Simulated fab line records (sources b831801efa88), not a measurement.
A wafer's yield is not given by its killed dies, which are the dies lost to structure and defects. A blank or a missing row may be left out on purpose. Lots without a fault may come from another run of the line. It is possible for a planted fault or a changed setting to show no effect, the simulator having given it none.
fab line records | flow sky130
record lots=6 | wafers=18 | last_day=50
route steps=708 shown LDD_P@263 LDD_HVN@267 LDD_HVP@278 PAD_OPEN@708
lots untouched by any fault: they come from a run of this same line in which no faults occurred
start_h: start of the lot's first displayed wafer, in hours after the record's first day | wait_h: hours since the lot's step before | " same as the row above | L1.1+2: a single row standing in for several wafers | - value missing, or start not given | * or withheld: withheld | < > ~ a bound
route shown NAME@n: NAME is a module with steps in the file, n the number in the route of the first one | usual: mean/standard deviation of fault-free wafers | same: alike in all rows | chamber/n: place in a boat | sites: the reading at each site | _std_site: the standard deviation of these | _edge_site: inner sites' mean taken away from outer sites' mean | radius_mm: for every site, how far away it sits from the centre of the wafer | mask NAME#n: copy n | behind: the most recent tool/chamber to have shaped the wafer | hold: why the lot was held/for how many hours/how that ended | device: which transistor (n, p or np) failed to switch | end of line: the route-end tests of the same wafers | step lacking rows: just its recipe | killed: not the wafer's yield, but the dies lost to structure and defects at the first sort | map: a wafer's dies, marking killed ones x, the rest . and places with no die _
set.NAME: the setting that was run; set.NAME@STEP: the one run at that earlier step | model.NAME: the simulator's own value behind a step, which no gauge read
lots seen at some steps along the route; tables by step, rows by wafer
services: a tool's chamber out of use, with start hour (start_h, from the record's first day; less than 0 if before it), hours out, and reason
## steps
# step SKY_LDD_P_OVL_MEAS_08
# usual LDD_P_OVL=1.1/1.2
lot.wafer | tool       | chamber | start_h | wait_h | LDD_P_OVL[nm]
L954.1    | overlay-02 | -       | 433.65  | 0.1    | -1.6
L954.4    | "          | -       | "       | "      | 0.2
L954.6    | "          | -       | "       | "      | 0.1
L958.1    | overlay-01 | -       | 472.61  | 0.1    | 0.6
L958.4    | "          | -       | "       | "      | 0.2
L958.5    | "          | -       | "       | "      | 0.4
L959.2    | overlay-02 | -       | 479.46  | 0.1    | 3.5
L959.3    | "          | -       | "       | "      | 5.0
L959.4    | "          | -       | "       | "      | 3.3
L971.3    | overlay-02 | -       | 596.92  | 0.1    | 2.2
L971.4    | "          | -       | "       | "      | 0.7
L971.5    | "          | -       | "       | "      | 1.6
L973.1    | overlay-01 | -       | 609.31  | 0.1    | 2.2
L973.2    | "          | -       | "       | "      | 2.2
L973.3    | "          | -       | "       | "      | 0.9
L974.1    | overlay-01 | -       | 611.11  | 0.1    | -0.8
L974.3    | "          | -       | "       | "      | 0.5
L974.5    | "          | -       | "       | "      | 0.1
# step SKY_LDD_P_IMPLANT_09
# recipe species=BF2 | energy_kev=25 | dose_cm2=1e+13 | tilt_deg=withheld
# step SKY_LDD_P_STRIP_10
# recipe chemistry=O2/N2 | power_w=1400 | pressure_mtorr=1500 | platen_temp_c=withheld | o2_flow_sccm=3000 | n2_flow_sccm=300 | overash_fraction=0.5
# usual drypump_motor_current_A=5.35/0.19 | n2_flow_sccm=300.1/0.84 | oes_product_au=0.716/0.0044 | strip_time_to_endpoint_s=13.93/0.039
lot.wafer | tool            | chamber | start_h | wait_h | drypump_motor_current_A | n2_flow_sccm | oes_product_au | rf_hours_counter_h | strip_time_to_endpoint_s
L954.1    | plasma_asher-02 | 1       | 433.83  | 0.1    | 5.46                    | 299.3        | 0.718          | 72                 | 13.93
L954.4    | "               | 1       | "       | "      | 5.50                    | 299.4        | 0.720          | -                  | 13.96
L954.6    | "               | 1       | "       | "      | 5.51                    | 299.9        | 0.716          | -                  | 13.96
L958.1    | plasma_asher-04 | 1       | 472.80  | 0.1    | 4.97                    | 299.7        | 0.713          | 67                 | 14.01
L958.4    | "               | 0       | "       | "      | 5.36                    | 300.2        | 0.720          | -                  | 13.98
L958.5    | "               | 1       | "       | "      | 4.99                    | 299.8        | 0.720          | -                  | 13.99
L959.2    | plasma_asher-04 | 1       | 479.64  | 0.1    | 5.00                    | 300.0        | 0.717          | 68                 | 13.89
L959.3    | "               | 0       | "       | "      | 5.33                    | 299.0        | 0.713          | -                  | 13.90
L959.4    | "               | 1       | "       | "      | 4.99                    | 300.0        | 0.714          | -                  | 13.86
L971.3    | plasma_asher-01 | 1       | 597.13  | 0.1    | 5.44                    | 299.6        | 0.714          | -                  | 13.97
L971.4    | "               | 0       | "       | "      | 5.46                    | 299.6        | 0.720          | -                  | 13.94
L971.5    | "               | 0       | "       | "      | 5.45                    | 300.4        | 0.719          | -                  | 14.01
L973.1    | plasma_asher-02 | 0       | 609.49  | 0.1    | 5.63                    | 300.8        | 0.711          | 82                 | 13.94
L973.2    | "               | 1       | "       | "      | 5.51                    | 300.8        | 0.716          | 82                 | 14.01
L973.3    | "               | 0       | "       | "      | 5.63                    | 299.9        | 0.719          | -                  | 14.00
L974.1    | plasma_asher-04 | 1       | 611.29  | 0.1    | 4.97                    | 298.4        | 0.709          | 83                 | 13.93
L974.3    | "               | 0       | "       | "      | 5.34                    | 300.3        | 0.713          | -                  | 13.90
L974.5    | "               | 0       | "       | "      | 5.36                    | 300.0        | 0.715          | -                  | 13.93
# step SKY_LDD_P_TW_MEAS_11
# usual LDD_P_TW=631/6.1
lot.wafer | tool          | chamber | start_h | wait_h | LDD_P_TW
L954.1    | film_metro-04 | -       | 433.93  | 0.1    | 643
L954.4    | "             | -       | "       | "      | 643
L954.6    | "             | -       | "       | "      | 646
L958.1    | film_metro-03 | -       | 472.90  | 0.1    | 628
L958.4    | "             | -       | "       | "      | 631
L958.5    | "             | -       | "       | "      | 633
L959.2    | film_metro-03 | -       | 479.75  | 0.1    | 631
L959.3    | "             | -       | "       | "      | 628
L959.4    | "             | -       | "       | "      | 631
L971.3    | film_metro-01 | -       | 597.21  | 0.1    | 626
L971.4    | "             | -       | "       | "      | 624
L971.5    | "             | -       | "       | "      | 627
L973.1    | film_metro-03 | -       | 609.59  | 0.1    | 629
L973.2    | "             | -       | "       | "      | 631
L973.3    | "             | -       | "       | "      | 631
L974.1    | film_metro-01 | -       | 611.39  | 0.1    | 624
L974.3    | "             | -       | "       | "      | 623
L974.5    | "             | -       | "       | "      | 624
# step SKY_LDD_HVN_DEHYDRATE_00
# recipe temp_c=200 | time_s=60
# step SKY_LDD_HVN_HMDS_01
# recipe prime_time_s=60 | prime_temp_c=120
# step SKY_LDD_HVN_COAT_02
# recipe resist=NOVOLAK | spin_rpm=3000 | resist_thk_nm=300
# step SKY_LDD_HVN_SOFTBAKE_03
# recipe temp_c=90 | time_s=60 | resist=NOVOLAK
# step SKY_LDD_HVN_EXPOSE_04
# recipe mask_id=HVNTM | na=0.6 | source_shape=conventional | sigma_outer=0.6 | polarization=unpolarized | target_cd_nm=700 | dose_mj=127
# step SKY_LDD_HVN_PEB_05
# recipe temp_c=withheld | time_s=* | resist=NOVOLAK
# step SKY_LDD_HVN_DEVELOP_06
# recipe resist=NOVOLAK | developer=TMAH | develop_time_s=60 | dev_temp_c=23
# step SKY_LDD_HVN_OVL_MEAS_07
# usual LDD_HVN_OVL=-1.4/1.4
lot.wafer | tool       | chamber | start_h | wait_h | LDD_HVN_OVL[nm]
L954.1    | overlay-01 | -       | 464.99  | 0.1    | -1.4
L954.4    | "          | -       | "       | "      | -0.5
L954.6    | "          | -       | "       | "      | -4.4
L958.1    | overlay-01 | -       | 502.95  | 0.1    | -1.2
L958.4    | "          | -       | "       | "      | -1.3
L958.5    | "          | -       | "       | "      | -0.1
L959.2    | overlay-02 | -       | 510.59  | 0.1    | 0.3
L959.3    | "          | -       | "       | "      | -0.4
L959.4    | "          | -       | "       | "      | 0.3
L971.3    | overlay-01 | -       | 626.01  | 0.1    | -2.3
L971.4    | "          | -       | "       | "      | -4.3
L971.5    | "          | -       | "       | "      | -2.1
L973.1    | overlay-02 | -       | 637.94  | 0.1    | -1.2
L973.2    | "          | -       | "       | "      | -0.2
L973.3    | "          | -       | "       | "      | -0.7
L974.1    | overlay-02 | -       | 639.83  | 0.1    | 1.1
L974.3    | "          | -       | "       | "      | -0.8
L974.5    | "          | -       | "       | "      | 1.6
# step SKY_LDD_HVN_IMPLANT_08
# recipe species=P | energy_kev=60 | dose_cm2=3e+13 | tilt_deg=40
# usual tilt_deg=40.005/0.023
lot.wafer | tool         | chamber | start_h | wait_h | tilt_deg
L954.1    | implanter-01 | 0       | 465.03  | 0.0    | 39.972
L954.4    | "            | 0       | "       | "      | 40.016
L954.6    | "            | 0       | "       | "      | 40.001
L958.1    | implanter-01 | 0       | 502.98  | 0.0    | 0.048
L958.4    | "            | 0       | "       | "      | -0.008
L958.5    | "            | 0       | "       | "      | 0.040
L959.2    | implanter-01 | 0       | 510.65  | 0.0    | 0.021
L959.3    | "            | 0       | "       | "      | -0.022
L959.4    | "            | 0       | "       | "      | 0.028
L971.3    | implanter-01 | 0       | 626.08  | 0.1    | 40.040
L971.4    | "            | 0       | "       | "      | 39.995
L971.5    | "            | 0       | "       | "      | 40.038
L973.1    | implanter-02 | 0       | 637.98  | 0.0    | 40.037
L973.2    | "            | 0       | "       | "      | 40.026
L973.3    | "            | 0       | "       | "      | 40.005
L974.1    | implanter-02 | 0       | 639.86  | 0.0    | 40.004
L974.3    | "            | 0       | "       | "      | 39.979
L974.5    | "            | 0       | "       | "      | 40.008
# step SKY_LDD_HVN_STRIP_09
# recipe chemistry=O2/N2 | power_w=1400 | pressure_mtorr=1500 | platen_temp_c=withheld | o2_flow_sccm=3000 | n2_flow_sccm=300 | overash_fraction=0.5
# usual drypump_motor_current_A=5.5/0.36 | n2_flow_sccm=300.2/0.92 | oes_product_au=0.408/0.0047 | strip_time_to_endpoint_s=4.127/0.014
lot.wafer | tool            | chamber | start_h | wait_h | drypump_motor_current_A | n2_flow_sccm | oes_product_au | rf_hours_counter_h | strip_time_to_endpoint_s
L954.1    | plasma_asher-04 | 0       | 465.18  | 0.1    | 5.3                     | 300.0        | 0.411          | 66                 | 4.124
L954.4    | "               | 1       | "       | "      | 5.0                     | 301.1        | 0.404          | -                  | 4.148
L954.6    | "               | 0       | "       | "      | 5.3                     | 299.0        | 0.402          | -                  | 4.132
L958.1    | plasma_asher-03 | 1       | 503.13  | 0.1    | 5.9                     | 300.0        | 0.410          | 9                  | 4.144
L958.4    | "               | 0       | "       | "      | 6.0                     | 300.3        | 0.408          | -                  | 4.122
L958.5    | "               | 1       | "       | "      | 5.9                     | 301.9        | 0.400          | -                  | 4.123
L959.2    | plasma_asher-03 | 0       | 510.77  | 0.1    | 6.0                     | 298.9        | 0.408          | 9                  | 4.078
L959.3    | "               | 1       | "       | "      | 5.9                     | 300.6        | 0.402          | -                  | 4.110
L959.4    | "               | 0       | "       | "      | 6.0                     | 300.8        | 0.403          | -                  | 4.111
L971.3    | plasma_asher-02 | 0       | 626.21  | 0.1    | 5.6                     | 298.1        | 0.413          | -                  | 4.131
L971.4    | "               | 1       | "       | "      | 5.5                     | 300.4        | 0.413          | -                  | 4.128
L971.5    | "               | 1       | "       | "      | 5.5                     | 299.9        | 0.424          | -                  | 4.142
L973.1    | plasma_asher-04 | 1       | 638.13  | 0.1    | 5.0                     | 299.8        | 0.404          | 85                 | 4.115
L973.2    | "               | 0       | "       | "      | 5.3                     | 300.0        | 0.407          | 85                 | 4.129
L973.3    | "               | 0       | "       | "      | 5.3                     | 298.4        | 0.402          | -                  | 4.123
L974.1    | plasma_asher-04 | 0       | 640.01  | 0.1    | 5.4                     | 300.9        | 0.413          | 86                 | 4.125
L974.3    | "               | 0       | "       | "      | 5.4                     | 301.6        | 0.407          | -                  | 4.138
L974.5    | "               | 0       | "       | "      | 5.4                     | 301.7        | 0.411          | -                  | 4.129
# step SKY_LDD_HVN_TW_MEAS_10
# usual LDD_HVN_TW=1439/14
lot.wafer | tool          | chamber | start_h | wait_h | LDD_HVN_TW
L954.1    | film_metro-04 | -       | 465.28  | 0.1    | 1448
L954.4    | "             | -       | "       | "      | 1445
L954.6    | "             | -       | "       | "      | 1446
L958.1    | film_metro-02 | -       | 503.23  | 0.1    | 1284
L958.4    | "             | -       | "       | "      | 1275
L958.5    | "             | -       | "       | "      | 1287
L959.2    | film_metro-02 | -       | 510.88  | 0.1    | 1283
L959.3    | "             | -       | "       | "      | 1282
L959.4    | "             | -       | "       | "      | 1278
L971.3    | film_metro-04 | -       | 626.30  | 0.1    | 1452
L971.4    | "             | -       | "       | "      | 1461
L971.5    | "             | -       | "       | "      | 1454
L973.1    | film_metro-01 | -       | 638.23  | 0.1    | 1414
L973.2    | "             | -       | "       | "      | 1417
L973.3    | "             | -       | "       | "      | 1412
L974.1    | film_metro-01 | -       | 640.11  | 0.1    | 1422
L974.3    | "             | -       | "       | "      | 1419
L974.5    | "             | -       | "       | "      | 1420
# step SKY_LDD_HVP_DEHYDRATE_00
# recipe temp_c=200 | time_s=60
# step SKY_PAD_OPEN_PROBE_99
# usual killed_at_M0_to_M3=42/6.7 | killed_at_M4_up=3.4/2 | killed_at_contacts=24/5.1 | killed_at_front_end=14/4.2 | killed_at_other=0.2/0.49 | killed_dies=84/8.4 | killed_open=46/7 | killed_short=39/5.8
# same gross_dies=492 | killed_at_back_side=0
lot.wafer | tool      | chamber | start_h | wait_h | killed_at_M0_to_M3 | killed_at_M4_up | killed_at_contacts | killed_at_front_end | killed_at_other | killed_dies | killed_open | killed_short | model.etest.tip_n_5v.rs_ohm_sq | model.etest.nfet_g5v0d10v5.r_on_ohm_um | model.etest.nfet_g5v0d10v5.drive_ua_um | model.etest.nfet_05v0_nvt.drive_ua_um | model.etest.res_ndiff_hv.rs_ohm_sq | model.etest.ring_5v.delay_ps | model.etest.nfet_g5v0d10v5.vt_sat_v
L954.1    | prober-02 | -       | 1083.41 | 0.1    | 57                 | 3               | 18                 | 12                  | 1               | 91          | 53          | 38           | 1382                           | 1902                                   | 591.9                                  | 567.8                                 | 115.4                              | 44.72                        | 0.7747
L954.4    | prober-02 | -       | 1083.56 | 0.2    | 40                 | 8               | 22                 | 14                  | 0               | 84          | 40          | 44           | 1379                           | 1903                                   | 599.2                                  | 569.9                                 | 115.5                              | 45                           | 0.7657
L954.6    | prober-02 | -       | 1083.66 | 0.2    | 39                 | 6               | 20                 | 15                  | 0               | 80          | 42          | 38           | 1385                           | 1859                                   | 596.9                                  | 564                                   | 115.6                              | 44.74                        | 0.7766
L958.1    | prober-02 | -       | 1105.61 | 0.1    | 40                 | 3               | 20                 | 11                  | 0               | 74          | 41          | 33           | 955.1                          | 1788                                   | 645.5                                  | 606.9                                 | 110.1                              | 43.4                         | 0.7254
L958.4    | prober-02 | -       | 1105.76 | 0.2    | 27                 | 6               | 27                 | 17                  | 1               | 78          | 50          | 28           | 970.1                          | 1801                                   | 642.4                                  | 593.6                                 | 111.3                              | 44.04                        | 0.7262
L958.5    | prober-02 | -       | 1105.81 | 0.2    | 39                 | 5               | 25                 | 7                   | 0               | 76          | 45          | 31           | 963.3                          | 1786                                   | 633.5                                  | 596.9                                 | 110.7                              | 43.39                        | 0.7277
L959.2    | prober-01 | -       | 1109.96 | 0.1    | 34                 | 1               | 38                 | 12                  | 0               | 85          | 41          | 44           | 991.2                          | 1804                                   | 638                                    | 598.9                                 | 111.6                              | 43.74                        | 0.7268
L959.3    | prober-01 | -       | 1110.01 | 0.2    | 53                 | 2               | 25                 | 21                  | 0               | 101         | 50          | 51           | 997.2                          | 1842                                   | 613.2                                  | 578.5                                 | 112                                | 45.13                        | 0.7402
L959.4    | prober-01 | -       | 1110.06 | 0.2    | 44                 | 1               | 31                 | 17                  | 0               | 93          | 60          | 33           | 989                            | 1807                                   | 618.7                                  | 579.9                                 | 111                                | 43.93                        | 0.7438
L971.3    | prober-01 | -       | 1183.86 | 0.2    | 47                 | 3               | 20                 | 25                  | 1               | 96          | 58          | 38           | 1381                           | 1899                                   | 599.2                                  | 569.2                                 | 114.3                              | 45.21                        | 0.7594
L971.4    | prober-01 | -       | 1183.91 | 0.2    | 46                 | 3               | 19                 | 12                  | 0               | 80          | 43          | 37           | 1378                           | 1875                                   | 601                                    | 573.9                                 | 114.4                              | 45.11                        | 0.7638
L971.5    | prober-01 | -       | 1183.96 | 0.2    | 41                 | 3               | 25                 | 18                  | 0               | 87          | 47          | 40           | 1369                           | 1898                                   | 603.1                                  | 574.8                                 | 115                                | 45.44                        | 0.7587
L973.1    | prober-01 | -       | 1188.60 | 0.1    | 39                 | 3               | 23                 | 15                  | 0               | 80          | 48          | 32           | 1398                           | 1915                                   | 584.8                                  | 565.3                                 | 113.1                              | 45.94                        | 0.7785
L973.2    | prober-01 | -       | 1188.65 | 0.1    | 38                 | 2               | 23                 | 15                  | 0               | 78          | 42          | 36           | 1398                           | 1931                                   | 586.8                                  | 564.1                                 | 112.6                              | 45.56                        | 0.7902
L973.3    | prober-01 | -       | 1188.70 | 0.2    | 39                 | 0               | 18                 | 14                  | 2               | 73          | 37          | 36           | 1394                           | 1910                                   | 581.6                                  | 558.9                                 | 111.9                              | 45.09                        | 0.7952
L974.1    | prober-02 | -       | 1190.77 | 0.1    | 50                 | 2               | 23                 | 16                  | 1               | 92          | 51          | 41           | 1391                           | 1909                                   | 599                                    | 571                                   | 114.5                              | 45.07                        | 0.7651
L974.3    | prober-02 | -       | 1190.87 | 0.2    | 48                 | 3               | 28                 | 10                  | 0               | 89          | 45          | 44           | 1379                           | 1906                                   | 593.8                                  | 568.4                                 | 114.3                              | 44.63                        | 0.7745
L974.5    | prober-02 | -       | 1190.97 | 0.2    | 57                 | 5               | 29                 | 13                  | 0               | 104         | 58          | 46           | 1388                           | 1893                                   | 602.3                                  | 567.2                                 | 115                                | 44.45                        | 0.7694
# killed by level:class
L954.1 VIA2:geometric_particle:open=11 VIA1:geometric_particle:open=9 METAL2:geometric_particle:short=7 LI_CONTACT:geometric_particle:open=6 CONTACT:geometric_particle:open=6 VIA3:geometric_particle:open=6 METAL3:geometric_particle:short=6 VIA2:geometric_particle:short=5
L954.4 CONTACT:geometric_particle:open=7 VIA3:geometric_particle:open=6 VIA1:geometric_particle:open=6 METAL2:geometric_particle:short=6 METAL4:geometric_particle:short=6 LI_CONTACT:geometric_particle:open=5 CONTACT:geometric_particle:short=5 METAL1:geometric_particle:short=5
L954.6 VIA1:geometric_particle:open=10 VIA3:geometric_particle:open=7 LI_CONTACT:geometric_particle:open=5 METAL2:geometric_particle:short=5 FIELD_ISO:geometric_particle:short=4 FIELD_ISO:geometric_particle:open=4 CONTACT:geometric_particle:short=4 CONTACT:geometric_particle:open=4
L958.1 VIA3:geometric_particle:open=9 VIA1:geometric_particle:open=8 CONTACT:geometric_particle:open=6 METAL1:geometric_particle:short=5 LI_CONTACT:geometric_particle:open=5 VIA1:geometric_particle:short=5 POLY_GATE:geometric_particle:short=4 LOCAL_INTERCONNECT:geometric_particle:short=4
L958.4 CONTACT:geometric_particle:open=11 LI_CONTACT:geometric_particle:open=7 VIA1:geometric_particle:open=7 FIELD_ISO:geometric_particle:open=6 POLY_GATE:geometric_particle:open=5 METAL4:geometric_particle:short=4 LOCAL_INTERCONNECT:geometric_particle:short=4 VIA2:geometric_particle:open=4
L958.5 VIA2:geometric_particle:open=11 CONTACT:geometric_particle:open=9 LI_CONTACT:geometric_particle:open=8 VIA1:geometric_particle:short=8 VIA3:geometric_particle:open=5 METAL4:geometric_particle:short=5 VIA3:geometric_particle:short=4 VIA1:geometric_particle:open=4
L959.2 CONTACT:geometric_particle:short=12 LI_CONTACT:geometric_particle:open=9 CONTACT:geometric_particle:open=9 VIA3:geometric_particle:open=6 VIA1:geometric_particle:short=5 METAL3:geometric_particle:short=5 FIELD_ISO:geometric_particle:open=4 METAL1:geometric_particle:short=4
L959.3 VIA1:geometric_particle:open=9 VIA2:geometric_particle:open=8 CONTACT:geometric_particle:short=7 METAL1:geometric_particle:short=7 VIA2:geometric_particle:short=6 CONTACT:geometric_particle:open=6 POLY_GATE:geometric_particle:open=5 LI_CONTACT:geometric_particle:open=5
L959.4 CONTACT:geometric_particle:open=17 VIA1:geometric_particle:open=9 VIA2:geometric_particle:open=9 METAL3:geometric_particle:short=8 LI_CONTACT:geometric_particle:open=6 VIA3:geometric_particle:short=6 FIELD_ISO:geometric_particle:short=5 FIELD_ISO:geometric_particle:open=5
L971.3 VIA1:geometric_particle:open=12 METAL1:geometric_particle:short=10 LI_CONTACT:geometric_particle:open=9 CONTACT:geometric_particle:open=7 VIA1:geometric_particle:short=6 METAL2:geometric_particle:short=6 FIELD_ISO:geometric_particle:open=5 POLY_GATE:geometric_particle:open=5
L971.4 VIA3:geometric_particle:open=8 VIA2:geometric_particle:open=7 VIA1:geometric_particle:open=7 METAL2:geometric_particle:short=5 POLY_GATE:geometric_particle:open=4 LI_CONTACT:geometric_particle:short=4 LI_CONTACT:geometric_particle:open=4 LOCAL_INTERCONNECT:geometric_particle:short=4
L971.5 CONTACT:geometric_particle:open=8 VIA3:geometric_particle:open=7 LI_CONTACT:geometric_particle:open=7 METAL1:geometric_particle:short=6 METAL2:geometric_particle:short=6 VIA2:geometric_particle:open=6 FIELD_ISO:geometric_particle:open=5 CONTACT:geometric_particle:short=5
L973.1 CONTACT:geometric_particle:open=10 VIA2:geometric_particle:open=10 VIA3:geometric_particle:open=7 FIELD_ISO:geometric_particle:open=5 VIA1:geometric_particle:short=5 METAL1:geometric_particle:open=4 VIA1:geometric_particle:open=4 FIELD_ISO:geometric_particle:short=3
L973.2 CONTACT:geometric_particle:open=10 FIELD_ISO:geometric_particle:open=5 LI_CONTACT:geometric_particle:open=5 METAL1:geometric_particle:short=5 VIA1:geometric_particle:open=5 VIA2:geometric_particle:short=5 VIA1:geometric_particle:short=5 VIA3:geometric_particle:open=4
L973.3 VIA3:geometric_particle:open=11 CONTACT:geometric_particle:open=7 POLY_GATE:geometric_particle:short=6 LI_CONTACT:geometric_particle:open=6 VIA3:geometric_particle:short=6 METAL2:geometric_particle:short=4 METAL3:geometric_particle:short=4 POLY_GATE:geometric_particle:open=3
L974.1 VIA1:geometric_particle:open=12 VIA3:geometric_particle:open=11 FIELD_ISO:geometric_particle:short=8 VIA2:geometric_particle:open=8 CONTACT:geometric_particle:short=7 METAL1:geometric_particle:short=6 LI_CONTACT:geometric_particle:open=5 CONTACT:geometric_particle:open=5
L974.3 CONTACT:geometric_particle:open=11 VIA1:geometric_particle:open=9 LI_CONTACT:geometric_particle:open=8 METAL3:geometric_particle:short=7 METAL1:geometric_particle:short=6 METAL2:geometric_particle:short=6 VIA2:geometric_particle:short=5 VIA2:geometric_particle:open=5
L974.5 VIA1:geometric_particle:open=11 LI_CONTACT:geometric_particle:open=10 METAL1:geometric_particle:short=10 VIA2:geometric_particle:open=10 VIA3:geometric_particle:open=8 LOCAL_INTERCONNECT:geometric_particle:short=7 CONTACT:geometric_particle:open=6 METAL2:geometric_particle:short=6
## services
tool            | chamber | start_h | hours | kind
plasma_asher-03 | -       | 421.25  | 9.0   | pm
plasma_asher-03 | 0       | 421.25  | 9.0   | vent_cycle
plasma_asher-03 | 1       | 421.25  | 9.0   | vent_cycle
plasma_asher-03 | 0       | 430.25  | -     | clean
plasma_asher-03 | 1       | 430.25  | -     | clean
plasma_asher-03 | -       | 433.32  | 0.5   | repair
plasma_asher-02 | -       | 434.97  | 38.2  | repair
plasma_asher-02 | -       | 473.15  | 14.6  | pm
plasma_asher-01 | -       | 511.59  | 14.6  | pm
implanter-01    | -       | 527.28  | 5.3   | repair
implanter-02    | -       | 534.07  | 2.2   | repair
plasma_asher-02 | -       | 561.19  | 24.3  | repair
plasma_asher-02 | -       | 561.22  | 2.3   | repair
implanter-01    | -       | 575.99  | 1.4   | repair
plasma_asher-01 | -       | 616.12  | 4.0   | pm
## key
first_sign step=SKY_LDD_HVN_IMPLANT_08 | reading=tilt_deg | direction=down | sigmas=99+ | usual=* | struck=*
effect step=SKY_LDD_HVN_TW_MEAS_10 | reading=LDD_HVN_TW | direction=down | sigmas=11 | usual=1439 | struck=1281
model_effect step=SKY_PAD_OPEN_PROBE_99 | value=etest.tip_n_5v.rs_ohm_sq | without=1377 | struck=977.7
met_at SKY_LDD_HVN_IMPLANT_08
struck_wafers L958.1,L958.4,L958.5,L959.2,L959.3,L959.4
tester_left_out L958,L959
onset_between 465.03 502.98
fault kind=process_parameter_drift | tool=implanter-01 | chamber=- | onset_h=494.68 | steps=SKY_LDD_HVN_IMPLANT_08 | channel=tilt_deg | offset=* | shape=step | end_h=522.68 | acts_in=* | stated=*
# tester_left_out: of these lots the tester's yield and bins aren't shown, on N5 and GAA mostly nor the transistor test; their killed dies are dies lost to structure and defects alone, not to doping, threshold or leakage, so they don't give the yield
